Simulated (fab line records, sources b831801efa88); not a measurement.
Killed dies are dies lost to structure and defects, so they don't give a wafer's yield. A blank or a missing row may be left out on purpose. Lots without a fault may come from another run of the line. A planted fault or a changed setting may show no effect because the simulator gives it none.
Chamber matching | flow sky130 | SKY_LI_CONTACT_CMP_02 on cmp-02: 4 sister chambers
The step polishes PSG. 8 wafers are shown with their chamber, then 8 later ones without.

WAFERS WITH THEIR CHAMBER
wafer  | chamber | motor_current_A (A) | slurry_flow_ml_min
L736.5 | 1       | 11.7                | 149.4
L739.3 | 3       | 11.9                | 150.1
L741.3 | 0       | 12.4                | 149.9
L741.5 | 2       | 13.7                | 149.5
L747.1 | 0       | 12.0                | 150.0
L747.5 | 2       | 14.2                | 150.3
L747.6 | 3       | 12.0                | 149.6
L752.1 | 1       | 12.1                | 149.6

WAFERS WITHOUT THEIR CHAMBER
wafer  | motor_current_A (A) | slurry_flow_ml_min
L752.2 | 12.0                | 151.1
L752.6 | 11.9                | 149.9
L755.3 | 12.3                | 149.8
L755.5 | 11.6                | 150.9
L755.6 | 11.9                | 150.7
L754.2 | 11.9                | 150.4
L754.5 | 14.1                | 150.1
L754.6 | 11.6                | 150.3

WHICH CHAMBER EACH WENT THROUGH
wafer  | from the rows above          | in truth
L752.2 | can't be placed: 0 or 3 or 1 | 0
L752.6 | can't be placed: 3 or 0 or 1 | 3
L755.3 | can't be placed: 0 or 3 or 1 | 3
L755.5 | can't be placed: 3 or 0 or 1 | 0
L755.6 | can't be placed: 0 or 3 or 1 | 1
L754.2 | can't be placed: 3 or 0 or 1 | 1
L754.5 | 2                            | 2
L754.6 | can't be placed: 3 or 0 or 1 | 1
Placed correctly: 1 of 8. Can't be placed from these rows: 7 (the true chamber is among the candidates in 7). Placed wrongly: 0.
How it was worked out, from the rows above alone: a wafer's distance from a chamber is the root of the sum, over the readings, of the square of ((its reading less the chamber's mean) divided by the reading's scatter). The wafer belongs to the nearest chamber; if the next one is less than 2 further off, it can't be placed. A chamber's mean is the mean of its shown wafers. The scatter: the root of (the sum of the squares of (reading less its chamber's mean) over the shown wafers, divided by (wafers less chambers)).
